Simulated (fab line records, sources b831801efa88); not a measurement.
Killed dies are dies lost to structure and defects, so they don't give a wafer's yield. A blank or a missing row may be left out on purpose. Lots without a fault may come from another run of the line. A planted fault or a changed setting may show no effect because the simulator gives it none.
Which tool did it? | flow sky130 | 10 lots, 30 wafers sampled, at 6 steps of a route of 708

WHAT THE GAUGES READ, wafer by wafer
SKY_SPACER_THK_MEAS_01. Usual: SPACER_CVD_00_THK 43.0 nm, standard deviation 0.4.
lot  | measured     | on            | SPACER_CVD_00_THK (nm) | flag
L543 | day 23 04:58 | film_metro-03 | 42.6 42.8 42.4         |
L547 | day 24 15:02 | film_metro-03 | 43.4 43.4 42.9         |
L550 | day 25 19:38 | film_metro-01 | 43.4 43.5 43.3         |
L553 | day 26 19:28 | film_metro-03 | 46.4 46.5 46.5         | OFF
L554 | day 27 03:55 | film_metro-01 | 45.9 46.1 45.6         | OFF
L562 | day 30 00:38 | film_metro-01 | 43.5 43.4 43.4         |
L563 | day 30 02:53 | film_metro-03 | 43.0 42.8 43.1         |
L564 | day 30 06:30 | film_metro-01 | 43.1 43.7 43.1         |
L565 | day 30 19:34 | film_metro-02 | 43.7 43.4 43.4         |
L566 | day 31 02:59 | film_metro-03 | 42.9 42.3 42.7         |

SKY_RES_XHIGH_TW_MEAS_09. Usual: RES_XHIGH_TW 1650, standard deviation 11.
lot  | measured     | on            | RES_XHIGH_TW   | flag
L543 | day 26 23:13 | film_metro-01 | 1636 1640 1629 |
L547 | day 28 07:43 | film_metro-04 | 1666 1664 1661 |
L550 | day 29 10:31 | film_metro-02 | 1666 1646 1660 |
L553 | day 30 08:40 | film_metro-04 | 1666 1671 1656 |
L554 | day 30 17:22 | film_metro-02 | 1649 1648 1651 |
L562 | day 33 11:20 | film_metro-01 | 1640 1643 1638 |
L563 | day 33 13:21 | film_metro-04 | 1670 1653 1645 |
L564 | day 33 15:52 | film_metro-04 | 1652 1665 1651 |
L565 | day 34 04:52 | film_metro-02 | 1649 1644 1651 |
L566 | day 34 12:04 | film_metro-04 | 1651 1655 1654 |

WHICH TOOL RAN EACH LOT (tool, then ch and the chambers of the sampled wafers, then the start)
lot  | SKY_LDD_LDN_STRIP_12                 | SKY_SPACER_CVD_00           | SKY_SPACER_ETCHBACK_02             | SKY_RES_XHIGH_STRIP_08
L543 | plasma_asher-01 ch 1, day 23 02:55   | lpcvd-02 ch 1, day 23 03:10 | rie_diel-03 ch 1,2,3, day 23 05:02 | plasma_asher-03 ch 0,1, day 26 23:07
L547 | plasma_asher-01 ch 1, day 24 13:36   | lpcvd-02 ch 0, day 24 13:49 | rie_diel-01 ch 0,2,3, day 24 15:05 | plasma_asher-04 ch 0,1, day 28 07:37
L550 | plasma_asher-03 ch 0,1, day 25 18:14 | lpcvd-02 ch 0, day 25 18:24 | rie_diel-03 ch 1,2,3, day 25 19:40 | plasma_asher-03 ch 0,1, day 29 10:26
L553 | plasma_asher-01 ch 0,1, day 26 18:02 | lpcvd-02 ch 1, day 26 18:15 | rie_diel-03 ch 0,2,3, day 26 19:31 | plasma_asher-01 ch 0,1, day 30 08:34
L554 | plasma_asher-01 ch 0,1, day 27 02:29 | lpcvd-02 ch 0, day 27 02:42 | rie_diel-01 ch 1,2,3, day 27 03:58 | plasma_asher-04 ch 0,1, day 30 17:16
L562 | plasma_asher-01 ch 0,1, day 29 23:14 | lpcvd-02 ch 1, day 29 23:25 | rie_diel-02 ch 1,2,3, day 30 00:41 | plasma_asher-03 ch 0,1, day 33 11:15
L563 | plasma_asher-03 ch 0,1, day 30 00:06 | lpcvd-02 ch 0, day 30 01:40 | rie_diel-01 ch 0,2,3, day 30 02:56 | plasma_asher-01 ch 0,1, day 33 13:15
L564 | plasma_asher-03 ch 0,1, day 30 02:17 | lpcvd-02 ch 0, day 30 05:17 | rie_diel-03 ch 0,2,3, day 30 06:33 | plasma_asher-04 ch 0,1, day 33 15:45
L565 | plasma_asher-02 ch 0,1, day 30 18:08 | lpcvd-02 ch 0, day 30 18:21 | rie_diel-03 ch 2,3, day 30 19:37   | plasma_asher-03 ch 0,1, day 34 04:45
L566 | plasma_asher-02 ch 0,1, day 31 01:34 | lpcvd-02 ch 1, day 31 01:45 | rie_diel-03 ch 0,2,3, day 31 03:02 | plasma_asher-03 ch 0,1, day 34 11:58
- SKY_LDD_LDN_STRIP_12: strips in O2/N2.
- SKY_SPACER_CVD_00: deposits Si3N4 from DCS/NH3, target thk 43.1 nm, time 740 s.
- SKY_SPACER_ETCHBACK_02: etches Si3N4 in CH3F/O2, stops on SiO2, time 46.7 s, target depth 45 nm.
- SKY_RES_XHIGH_STRIP_08: strips in O2/N2.

WHAT THE TOOLS THEMSELVES READ (means of the sampled wafers that have a number; where no wafer has one, the mark that the record gives instead)
SKY_LDD_LDN_STRIP_12. Usual: chamber_pressure_mTorr 1500.0 mTorr, standard deviation 1.4; drypump_motor_current_A 6.2 A, standard deviation 0.44; oes_product_au 0.715 a.u., standard deviation 0.0049; strip_time_to_endpoint_s 14.20 s, standard deviation 0.037.
lot  | tool            | chamber_pressure_mTorr (mTorr) | drypump_motor_current_A (A) | oes_product_au (a.u.) | strip_time_to_endpoint_s (s) | flag
L543 | plasma_asher-01 | 1500.4                         | 6.4                         | 0.716                 | 14.21                        |
L547 | plasma_asher-01 | 1501.0                         | 6.4                         | 0.714                 | 14.23                        |
L550 | plasma_asher-03 | 1500.3                         | 6.1                         | 0.716                 | 14.20                        |
L553 | plasma_asher-01 | 1499.9                         | 6.5                         | 0.713                 | 14.26                        |
L554 | plasma_asher-01 | 1499.6                         | 6.5                         | 0.712                 | 14.20                        |
L562 | plasma_asher-01 | 1500.1                         | 6.5                         | 0.717                 | 14.14                        |
L563 | plasma_asher-03 | 1499.4                         | 6.2                         | 0.716                 | 14.18                        |
L564 | plasma_asher-03 | 1500.1                         | 6.2                         | 0.716                 | 14.23                        |
L565 | plasma_asher-02 | 1500.4                         | 5.6                         | 0.712                 | 14.15                        |
L566 | plasma_asher-02 | 1500.5                         | 5.6                         | 0.718                 | 14.19                        |

SKY_SPACER_CVD_00. Usual: spike_tc_lower_C 770.1 C, standard deviation 1.1; spike_tc_upper_C 770.5 C, standard deviation 1.2.
lot  | tool     | spike_tc_lower_C (C) | spike_tc_upper_C (C) | flag
L543 | lpcvd-02 | 771.5                | 770.4                |
L547 | lpcvd-02 | 770.2                | 771.1                |
L550 | lpcvd-02 | 769.5                | 769.6                |
L553 | lpcvd-02 | 770.2                | 768.7                |
L554 | lpcvd-02 | 769.8                | 770.6                |
L562 | lpcvd-02 | 770.1                | 768.7                |
L563 | lpcvd-02 | 769.1                | 772.0                |
L564 | lpcvd-02 | 769.1                | 770.7                |
L565 | lpcvd-02 | 769.7                | 770.4                |
L566 | lpcvd-02 | 770.5                | 770.1                |

SKY_SPACER_ETCHBACK_02. Usual: chamber_pressure_mTorr 24.998 mTorr, standard deviation 0.022; drypump_motor_current_A 5.7 A, standard deviation 0.38; oes_product_au 0.853 a.u., standard deviation 0.006; throttle_valve_pct 10.561 %, standard deviation 0.0092.
lot  | tool        | chamber_pressure_mTorr (mTorr) | drypump_motor_current_A (A) | oes_product_au (a.u.) | throttle_valve_pct (%) | flag
L543 | rie_diel-03 | 25.030                         | 5.6                         | 0.846                 | 10.565                 |
L547 | rie_diel-01 | 24.983                         | 5.7                         | 0.854                 | 10.565                 |
L550 | rie_diel-03 | 24.988                         | 5.6                         | 0.854                 | 10.553                 |
L553 | rie_diel-03 | 25.004                         | 5.8                         | 0.889                 | 10.567                 | OFF
L554 | rie_diel-01 | 25.009                         | 5.9                         | 0.886                 | 10.574                 | OFF
L562 | rie_diel-02 | 25.014                         | 5.5                         | 0.858                 | 10.569                 |
L563 | rie_diel-01 | 25.005                         | 5.8                         | 0.852                 | 10.566                 |
L564 | rie_diel-03 | 24.979                         | 5.8                         | 0.856                 | 10.570                 |
L565 | rie_diel-03 | 25.001                         | 5.6                         | 0.858                 | 10.555                 |
L566 | rie_diel-03 | 24.999                         | 5.8                         | 0.851                 | 10.560                 |

SKY_RES_XHIGH_STRIP_08. Usual: chamber_pressure_mTorr 1500.0 mTorr, standard deviation 1.4; drypump_motor_current_A 6.2 A, standard deviation 0.37; oes_product_au 0.711 a.u., standard deviation 0.0041; strip_time_to_endpoint_s 14.47 s, standard deviation 0.035.
lot  | tool            | chamber_pressure_mTorr (mTorr) | drypump_motor_current_A (A) | oes_product_au (a.u.) | strip_time_to_endpoint_s (s) | flag
L543 | plasma_asher-03 | 1499.8                         | 6.2                         | 0.713                 | 14.49                        |
L547 | plasma_asher-04 | 1500.6                         | 6.0                         | 0.709                 | 14.48                        |
L550 | plasma_asher-03 | 1501.1                         | 6.2                         | 0.709                 | 14.45                        |
L553 | plasma_asher-01 | 1500.7                         | 6.6                         | 0.714                 | 14.44                        |
L554 | plasma_asher-04 | 1499.8                         | 6.2                         | 0.710                 | 14.48                        |
L562 | plasma_asher-03 | 1499.0                         | 6.2                         | 0.714                 | 14.49                        |
L563 | plasma_asher-01 | 1500.4                         | 6.6                         | 0.711                 | 14.45                        |
L564 | plasma_asher-04 | 1500.2                         | 6.0                         | 0.714                 | 14.48                        |
L565 | plasma_asher-03 | 1499.4                         | 6.2                         | 0.712                 | 14.47                        |
L566 | plasma_asher-03 | 1499.4                         | 5.9                         | 0.713                 | 14.44                        |

THE ANSWER, worked out from the rows above alone
Rule: a lot is off if the mean of its wafers that have a number lies more than 3 standard deviations from the usual mean. A lot without any number at a reading at which 4 lots or more have one is off too. The other lots that the step has rows for count as sound. The gauges are gone through in route order, then the tools' own readings, and for those a lot's mean is taken as printed above. The first step at which some lot is off is used, and at that step the reading that is off furthest; a lot without a number counts as furthest.
Off: L553, L554, at SKY_SPACER_THK_MEAS_01 (SPACER_CVD_00_THK).
A tool fits if, at a process step before that reading, it ran every lot that is off, and no sound lot after the first of them. The gauges at SKY_SPACER_THK_MEAS_01 aren't tried: what is off there is off at SKY_SPACER_ETCHBACK_02 too, on other tools, and a gauge's error can't cause that. None of those tried fits.

WHAT THE SIMULATOR HAD PUT IN
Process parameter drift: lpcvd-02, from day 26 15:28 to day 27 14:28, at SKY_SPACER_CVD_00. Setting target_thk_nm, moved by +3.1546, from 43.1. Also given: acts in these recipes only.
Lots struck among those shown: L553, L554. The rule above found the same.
